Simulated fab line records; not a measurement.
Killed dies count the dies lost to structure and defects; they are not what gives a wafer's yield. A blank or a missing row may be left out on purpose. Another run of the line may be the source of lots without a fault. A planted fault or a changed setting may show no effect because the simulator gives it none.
Matching of chambers    flow gf180mcu    4 sister chambers for GF_PASSIVATION_ETCH_11 on rieDiel-01
The step etches the open film in CF4/O2, stops on TiN, target depth 2040 nm, time 453.3 s. 16 wafers are shown with their chamber, then 8 later ones without.

## WAFERS WITH THEIR CHAMBER
wafer   chamber  drypumpMotorCurrentA (A)  biasW (W)  rfFwdPowerW (W)
L080.2  0        5.69                      149.9      798.5
L080.4  0        5.70                      150.4      798.1
L080.5  1        5.85                      149.8      795.4
L081.1  0        5.72                      150.4      794.7
L081.2  1        5.85                      150.4      798.8
L081.4  3        5.72                      149.8      799.8
L085.2  0        5.67                      149.7      799.8
L085.3  1        5.84                      150.7      797.1
L085.6  0        5.70                      150.2      797.2
L091.2  1        5.85                      150.0      797.8
L091.4  2        6.04                      149.8      799.0
L091.5  0        5.67                      150.0      800.9
L092.1  1        5.84                      150.3      795.6
L092.2  0        5.72                      149.7      797.0
L092.3  3        5.73                      149.9      799.1
L093.1  2        6.04                      149.6      800.0

SIGNATURES, as means of the wafers listed above
reading               chamber 0  chamber 1  chamber 2  chamber 3  scatter within a chamber
drypumpMotorCurrentA  5.6957     5.8460     6.0400     5.7250     0.0151
biasW                 150.043    150.240    149.700    149.850    0.296
rfFwdPowerW           798.029    796.940    799.500    799.450    1.67
Rule: a wafer lies at a distance from a chamber equal to the root of the sum of squares, over the readings, of (its reading less the chamber's mean, divided by the reading's scatter). If the next closest chamber is less than 2 further off than the closest, the wafer can't be placed; otherwise it belongs to the closest. The scatter: take each reading less its chamber's mean, square it, sum over the shown wafers, divide by the number of wafers less the number of chambers, and take the root.

## WAFERS WHOSE CHAMBER IS MISSING
wafer   drypumpMotorCurrentA (A)  biasW (W)  rfFwdPowerW (W)
L093.3  5.82                      149.6      792.4
L093.6  6.03                      149.2      799.1
L095.2  5.83                      149.3      802.1
L095.3  5.72                      148.7      801.9
L095.4  5.71                      150.1      795.8
L097.4  5.72                      149.5      795.2
L097.5  5.85                      150.5      796.6
L097.6  5.70                      150.0      798.9

## WHICH CHAMBER EACH WENT THROUGH
wafer   from the rows above      in truth
L093.3  1                        1
L093.6  2                        2
L095.2  1                        1
L095.3  can't be placed: 3 or 0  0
L095.4  can't be placed: 0 or 3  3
L097.4  can't be placed: 3 or 0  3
L097.5  1                        1
L097.6  can't be placed: 0 or 3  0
Correctly placed: 4 of 8. Unplaceable from these rows: 4, with the true chamber sitting among the candidates in 4. 0 placed wrongly.
